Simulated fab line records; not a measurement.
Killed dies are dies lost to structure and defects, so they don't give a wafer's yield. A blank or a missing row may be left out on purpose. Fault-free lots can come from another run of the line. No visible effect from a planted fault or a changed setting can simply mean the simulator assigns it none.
Which of the tools did it?    flow sky130    30 wafers sampled from 10 lots at 1 step of a route of 708

## WHAT EACH GAUGE READ, for each wafer
SKY_METAL1_OVL_MEAS_16. Usual: METAL1_OVL -1 nm, standard deviation 5.4.
lot   measured      on          METAL1_OVL (nm)  flag
L305  day 33 00:13  overlay-01  -2 6 3           
L308  day 33 15:00  overlay-02  -10 -11 -11      
L313  day 35 05:39  overlay-02  8 6 13           
L314  day 35 08:44  overlay-02  0 6 9            
L317  day 36 07:59  overlay-02  0 -8 2           
L321  day 37 11:29  overlay-01  -4 -1 -6         
L324  day 38 09:33  overlay-01  -5 -5 -6         
L325  day 39 02:46  overlay-01  0 4 -3           
L326  day 39 17:22  overlay-01  3 -1 0           
L328  day 39 20:10  overlay-02  -4 -6 -3         

## TOOL THAT RAN EACH LOT (tool first, then ch and the chambers of the sampled wafers, then the start)
The record holds no process step before these readings.

## WHAT THE TOOLS THEMSELVES READ (means of the sampled wafers that have a number; where no wafer has one, the mark that the record gives instead)
The record holds no such reading with a usual standard deviation.

## THE ANSWER, worked out from the rows above alone
Rule: take the mean of a lot's wafers that have a number; if it is more than 3 standard deviations from the usual mean, the lot is off. A lot without any number at a reading at which 4 lots or more have one is off too. Any other lot the step has rows for is counted as sound. After the gauges, taken in route order, come the tools' own readings; for these a lot's mean is taken, as printed above. The first step at which some lot is off is used, and at that step the reading that is off furthest; a lot without a number counts as furthest.
No lot is off at any reading shown: from this, nothing can be told.

## WHAT THE SIMULATOR HAD PUT IN
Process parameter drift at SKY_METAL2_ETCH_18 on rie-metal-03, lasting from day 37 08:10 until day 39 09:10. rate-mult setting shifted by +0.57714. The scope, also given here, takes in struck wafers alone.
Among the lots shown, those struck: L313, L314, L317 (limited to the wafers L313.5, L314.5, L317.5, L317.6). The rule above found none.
